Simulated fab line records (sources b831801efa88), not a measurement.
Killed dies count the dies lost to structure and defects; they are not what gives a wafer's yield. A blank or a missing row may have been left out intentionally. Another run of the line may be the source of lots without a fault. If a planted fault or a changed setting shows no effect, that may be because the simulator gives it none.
fab line records | flow gf180mcu
[record] lots = 14 wafers = 42 last-day = 34
route steps=602 shown M4@459 V4@480
lots with no fault: from the same line, run without faults
start-h: the number of hours between the record's first day and the start of the first shown wafer of the lot | wait-h: hours elapsed since this lot's preceding step | " identical to the entry in the row above | L1.1+2: one row covering several wafers at once | - either no value or no given start | * or withheld: withheld | < > ~ a bound
route shown NAME@n: names a module that has steps shown in the file, with the first one's number in the route | usual: the fault-free wafers' mean and standard deviation | same: alike in all rows | chamber/n: place in a boat | sites: readings site by site | _std_site: how widely they spread, as a standard deviation | _edge_site: the outer-site mean with the inner-site mean subtracted | radius-mm: for every site, how far away it sits from the centre of the wafer | mask NAME#n: copy n | behind: the last tool/chamber to shape the wafer | hold: reason for holding the lot/hours on hold/outcome of the hold | device: the n, p or np transistor that did not switch | end of line: the tests these same wafers got at the end of their route | a step with no rows: only its recipe | killed: count of dies lost to structure and defects at first sort (not the wafer's yield) | map: per-die view of a wafer (x killed, . not killed, _ where there is no die)
set.NAME: the run value of the setting; set.NAME@STEP: its run value at that earlier step | model.NAME: the simulator's own value behind a step, which no gauge read
steps of the route over a sample of lots; a table a step, a row a wafer
services: when a tool's chamber went out of use (start-h, in hours from the record's first day, below 0 if earlier), for how many hours, and the reason
[[steps]]
[step GF_M4_SPUTTER_03]
[recipe] material = Ti target-thk-nm = 10 substrate-temp-c = 300 chamber-pressure-pa = 0.3 power-w = 3000 time-s = 6.7
[usual] chamber-pressure-pa = 0.3000/0.00056 throttle-valve-pct = 30.6/0.78
[same] time-s = 6.7
// columns lot.wafer tool chamber start-h wait-h chamber-pressure-pa throttle-valve-pct
L990.2 pvd-sputter-04 - 505.17 0.0 0.2994 31.4
L990.3 " - " " 0.2995 30.2
L990.5 " - " " 0.3011 29.4
L993.4 pvd-sputter-04 - 535.31 0.0 0.3007 31.6
L993.5 " - " " 0.3004 30.9
L993.6 " - " " 0.3002 29.3
L994.3 pvd-sputter-01 - 548.46 0.0 0.2998 31.5
L994.4 " - " " 0.2996 31.1
L994.6 " - " " 0.2996 31.3
L995.1 pvd-sputter-04 - 565.28 0.0 0.3005 31.2
L995.4 " - " " 0.3004 31.6
L995.6 " - " " 0.3013 31.0
L999.2 pvd-sputter-03 - 607.06 0.0 0.3007 29.2
L999.4 " - " " 0.3003 31.3
L999.5 " - " " 0.3007 30.9
L101.4 pvd-sputter-01 - 607.82 0.0 0.2999 31.2
L101.5 " - " " 0.3004 29.8
L101.6 " - " " 0.2993 31.3
L102.1 pvd-sputter-03 - 627.31 0.0 0.3000 30.1
L102.3 " - " " 0.2997 29.0
L102.4 " - " " 0.2998 31.0
L104.2 pvd-sputter-04 - 636.49 0.0 0.2987 29.4
L104.5 " - " " 0.3000 30.1
L104.6 " - " " 0.2997 31.6
L105.3 pvd-sputter-03 - 639.77 0.0 0.3005 29.4
L105.4 " - " " 0.2994 30.3
L105.6 " - " " 0.2984 29.1
L106.2 pvd-sputter-01 - 650.21 0.0 0.2998 31.2
L106.3 " - " " 0.3000 31.5
L106.5 " - " " 0.2992 31.0
L108.1 pvd-sputter-04 - 655.00 0.0 0.2996 30.2
L108.2 " - " " 0.3000 30.9
L108.6 " - " " 0.3003 30.9
L111.2 pvd-sputter-03 - 683.47 0.0 0.3003 30.4
L111.4 " - " " 0.2999 31.0
L111.5 " - " " 0.3008 30.6
L112.2 pvd-sputter-03 - 686.89 0.0 0.2999 30.6
L112.3 " - " " 0.2999 30.7
L112.5 " - " " 0.3004 30.6
L113.3 pvd-sputter-01 - 695.50 0.0 0.2993 31.5
L113.4 " - " " 0.3006 29.8
L113.5 " - " " 0.2994 31.4
[step GF_V4_CMP_04]
[recipe] material = SiO2 down-force-psi = 4 platen-rpm = 60 pad-velocity-m-s = 0.94248
[usual] edge-zone-pressure-frac = 1.001/0.0047 head-pressure-psi = 4.000/0.0087 motor-current-A = 12.5/1 time-to-endpoint-s = 82/6
// columns lot.wafer tool chamber start-h wait-h edge-zone-pressure-frac head-pressure-psi motor-current-A time-to-endpoint-s
L990.2 cmp-02 1 529.59 0.1 1.005 4.010 11.5 83
L990.3 " 2 " " 1.002 4.006 12.5 77
L990.5 " 3 " " 1.010 3.998 14.1 87
L993.4 cmp-02 0 558.99 0.2 0.996 3.984 13.8 95
L993.6 " 1 " " 1.005 3.980 11.3 85
L993.5 " 2 " " 1.003 3.985 12.4 79
L994.3 cmp-01 0 571.70 0.0 0.992 4.000 13.7 74
L994.4 " 1 " " 0.993 4.001 11.4 90
L994.6 " 0 " " 1.003 3.997 13.7 83
L995.1 cmp-01 3 588.39 0.1 1.002 4.022 11.1 69
L995.4 " 0 " " 0.994 4.003 13.0 82
L995.6 " 1 " " 1.003 4.001 11.0 76
L999.2 cmp-01 0 628.09 0.0 0.999 4.010 12.7 80
L999.4 " 1 " " 0.997 4.013 12.8 79
L999.5 " 1 " " 0.995 3.998 11.7 83
L101.4 cmp-01 0 628.92 0.2 1.003 4.002 12.7 83
L101.6 " 1 " " 0.995 3.999 12.0 87
L101.5 " 2 " " 1.001 4.008 12.4 85
L102.4 cmp-01 3 648.40 0.0 0.991 4.010 10.9 74
L102.3 " 1 " " 1.002 3.985 11.6 73
L102.1 " 2 " " 0.995 3.997 12.7 74
L104.2 cmp-02 2 657.29 0.0 1.004 3.992 12.7 75
L104.6 " 2 " " 1.003 4.002 12.6 81
L104.5 " 3 " " 1.003 4.007 12.6 80
L105.4 cmp-01 2 660.01 0.1 0.994 3.995 12.5 78
L105.3 " 1 " " 1.003 3.995 11.8 77
L105.6 " 2 " " 1.001 3.989 12.0 77
L106.2 cmp-02 1 670.43 0.2 1.001 3.981 11.3 85
L106.3 " 2 " " 0.998 3.997 12.3 78
L106.5 " 0 " " 0.999 4.015 13.5 90
L108.1 cmp-01 2 675.42 0.1 1.003 4.009 12.6 80
L108.2 " 3 " " 1.006 4.000 10.3 82
L108.6 " 1 " " 1.003 4.013 11.7 81
L111.4 cmp-01 1 703.70 0.0 0.996 4.001 11.5 79
L111.2 " 2 " " 1.001 4.006 12.0 80
L111.5 " 2 " " 1.003 4.002 12.7 86
L112.2 cmp-02 2 706.24 0.0 1.002 4.012 13.1 77
L112.3 " 3 " " 0.995 3.990 13.7 89
L112.5 " 2 " " 1.002 4.008 12.1 85
L113.4 cmp-02 1 714.49 0.0 1.002 4.002 11.9 100
L113.3 " 2 " " 0.998 3.997 12.4 89
L113.5 " 2 " " 0.998 3.995 13.1 94
[step GF_V4_PEB_12]
[recipe] peb-temp-c = 135 peb-time-s = 90 resist = KrF
[usual] chill-plate-temp-C = 23.01/0.099 exhaust-pa = 44.8/0.9 plate-temp-C = 134.98/0.13 resist-line-temp-C = 22.98/0.12
// columns lot.wafer tool chamber start-h wait-h chill-plate-temp-C exhaust-pa plate-temp-C resist-line-temp-C
L990.2 litho-track-02 0 552.43 - 23.12 44.9 134.79 22.94
L990.3 " 0 " " 23.09 45.6 134.79 23.05
L990.5 " 0 " " 23.16 44.0 135.02 22.87
L993.4 litho-track-02 0 581.25 - 23.06 43.7 134.84 23.19
L993.5 " 0 " " 23.00 44.9 134.79 23.27
L993.6 " 0 " " 22.98 45.5 134.57 23.05
L994.3 litho-track-01 0 592.49 - 23.10 46.2 135.00 23.15
L994.4 " 0 " " 22.98 45.7 135.15 23.01
L994.6 " 0 " " 22.91 44.5 135.09 22.94
L995.1 litho-track-02 0 609.60 - 22.94 44.9 135.03 22.94
L995.4 " 0 " " 23.04 45.2 135.13 22.92
L995.6 " 0 " " 22.96 47.2 134.85 22.82
L999.2 litho-track-04 0 648.42 - 23.03 44.7 134.83 22.96
L999.4 " 0 " " 23.03 45.6 135.03 22.86
L999.5 " 0 " " 23.27 45.2 135.17 23.03
L101.4 litho-track-01 0 648.57 - 23.01 46.3 135.00 23.01
L101.5 " 0 " " 23.13 45.5 135.24 22.91
L101.6 " 0 " " 23.10 45.0 134.95 23.04
L102.1 litho-track-01 0 667.67 - 22.94 44.2 134.94 23.19
L102.3 " 0 " " 23.01 45.1 135.08 23.03
L102.4 " 0 " " 23.10 44.1 134.92 22.98
L104.2 litho-track-01 - 675.96 - - - - -
L104.5 " - " " - - - -
L104.6 " - " " - - - -
L105.3 litho-track-01 - 679.74 - - - - -
L105.4 " - " " - - - -
L105.6 " - " " - - - -
L106.2 litho-track-04 0 688.87 - 22.97 46.3 134.85 22.94
L106.3 " 0 " " 22.93 46.5 135.03 23.11
L106.5 " 0 " " 23.03 46.7 134.87 23.05
L108.1 litho-track-01 0 693.62 - 23.04 43.4 134.95 23.04
L108.2 " 0 " " 22.87 44.3 134.90 23.04
L108.6 " 0 " " 23.01 44.7 135.18 22.97
L111.2 litho-track-02 0 721.53 - 22.97 45.4 135.10 22.97
L111.4 " 0 " " 23.07 44.4 135.09 22.91
L111.5 " 0 " " 22.99 45.5 135.24 22.95
L112.2 litho-track-02 0 724.38 - 23.01 45.8 135.08 22.87
L112.3 " 0 " " 23.03 46.7 135.05 22.89
L112.5 " 0 " " 23.16 45.4 134.81 23.02
L113.3 litho-track-01 0 732.49 - 22.94 44.5 134.95 22.75
L113.4 " 0 " " 23.02 45.1 134.95 22.89
L113.5 " 0 " " 23.06 43.2 134.98 22.78
[step GF_V4_SPUTTER_21]
[recipe] material = Ti target-thk-nm = 15 chamber-pressure-pa = 5 power-w = 2500 substrate-temp-c = 200 time-s = 80.02
[usual] chamber-pressure-pa = 5.001/0.01 throttle-valve-pct = 30.3/1.3
[same] time-s = 80.02
// columns lot.wafer tool chamber start-h wait-h chamber-pressure-pa throttle-valve-pct
L990.2 pvd-sputter-03 - 553.61 0.0 4.994 30.5
L990.3 " - " " 4.999 31.0
L990.5 " - " " 5.011 30.9
L993.4 pvd-sputter-03 - 582.72 0.0 4.998 29.4
L993.5 " - " " 4.999 30.7
L993.6 " - " " 4.981 31.2
L994.3 pvd-sputter-03 - 593.59 0.0 4.990 29.3
L994.4 " - " " 4.999 31.3
L994.6 " - " " 4.997 30.5
L995.1 pvd-sputter-02 - 610.76 0.0 4.990 27.3
L995.4 " - " " 5.003 29.9
L995.6 " - " " 5.000 29.8
L999.2 pvd-sputter-02 - 649.60 0.0 5.018 29.5
L999.4 " - " " 4.983 31.6
L999.5 " - " " 4.989 31.4
L101.4 pvd-sputter-03 - 649.68 0.0 4.987 30.3
L101.5 " - " " 5.008 30.8
L101.6 " - " " 4.993 31.0
L102.1 pvd-sputter-03 - 668.88 0.0 5.014 30.7
L102.3 " - " " 4.984 30.8
L102.4 " - " " 4.995 31.0
L104.2 pvd-sputter-03 - 677.11 0.0 5.010 31.0
L104.5 " - " " 4.993 30.5
L104.6 " - " " 5.009 30.6
L105.3 pvd-sputter-03 - 680.84 0.0 5.005 30.4
L105.4 " - " " 5.000 31.1
L105.6 " - " " 4.998 31.0
L106.2 pvd-sputter-02 - 690.04 0.0 4.994 32.0
L106.3 " - " " 5.007 31.4
L106.5 " - " " 5.001 31.7
L108.1 pvd-sputter-02 - 694.80 0.0 5.000 31.7
L108.2 " - " " 4.986 31.4
L108.6 " - " " 4.997 31.7
L111.2 pvd-sputter-02 - 722.74 0.0 5.001 31.7
L111.4 " - " " 4.984 27.5
L111.5 " - " " 5.005 31.4
L112.2 pvd-sputter-03 - 725.55 0.0 5.004 30.7
L112.3 " - " " 5.007 30.4
L112.5 " - " " 5.014 30.1
L113.3 pvd-sputter-02 - 741.73 0.0 5.021 31.6
L113.4 " - " " 5.003 30.1
L113.5 " - " " 5.015 29.8
[[services]]
// columns tool chamber start-h hours kind
pvd-sputter-04 - 515.84 4.2 repair
pvd-sputter-02 - 517.58 5.1 repair
pvd-sputter-03 - 562.72 4.9 repair
cmp-01 - 566.35 1.5 repair
cmp-01 - 572.16 4.0 pm
pvd-sputter-04 - 574.91 3.3 repair
cmp-01 - 576.16 - consumable-replace:conditioner
cmp-01 - 576.16 - consumable-replace:pad
cmp-02 - 576.16 8.2 pm
pvd-sputter-01 - 584.11 3.1 repair
cmp-02 - 596.35 0.3 repair
pvd-sputter-04 - 598.76 6.2 repair
pvd-sputter-02 - 600.47 3.8 repair
pvd-sputter-01 - 635.58 1.7 repair
cmp-02 - 659.28 11.0 repair
cmp-02 - 659.65 1.3 repair
pvd-sputter-02 - 667.29 0.6 repair
pvd-sputter-03 - 694.33 2.5 repair
cmp-02 - 697.31 1.0 repair
litho-track-04 - 698.05 - consumable-replace:filter
cmp-01 - 710.37 1.0 repair
cmp-02 - 728.00 0.9 repair
[[key]]
[first-sign] step = GF_V4_PEB_12 reading = tool-record direction = missing
effect none on later readings
met-at GF_V4_PEB_12
struck-lots L104,L105
later-rows-left-out L104.2,L104.5,L104.6,L105.3,L105.4,L105.6
sort-left-out L104.2,L104.5,L104.6,L105.3,L105.4,L105.6
tester-left-out L105
not-acting-at GF_M4_SPUTTER_03,GF_V4_CMP_04,GF_V4_SPUTTER_21
onset-between 667.67 675.96
[earlier-fault] kind = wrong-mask tool = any chamber = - onset-h = 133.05 steps = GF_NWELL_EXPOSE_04 aux-copy = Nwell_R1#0 cd-offset-nm = 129 scope = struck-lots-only
[fault] kind = skipped-step-whole tool = litho-track-01 chamber = - onset-h = 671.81 steps = GF_V4_PEB_12 scope = struck-lots-only
// tester-left-out: of these lots the tester's yield and bins aren't shown, on N5 and GAA mostly nor the transistor test; their killed dies are dies lost to structure and defects alone, not to doping, threshold or leakage, so they don't give the yield
// sort-left-out: the simulated sort isn't trusted on such a fault, so these wafers' sort isn't shown, and their yield isn't known
// later-rows-left-out: the simulator's readings of these wafers behind a module that went badly wrong aren't trusted and aren't shown, but for the sort
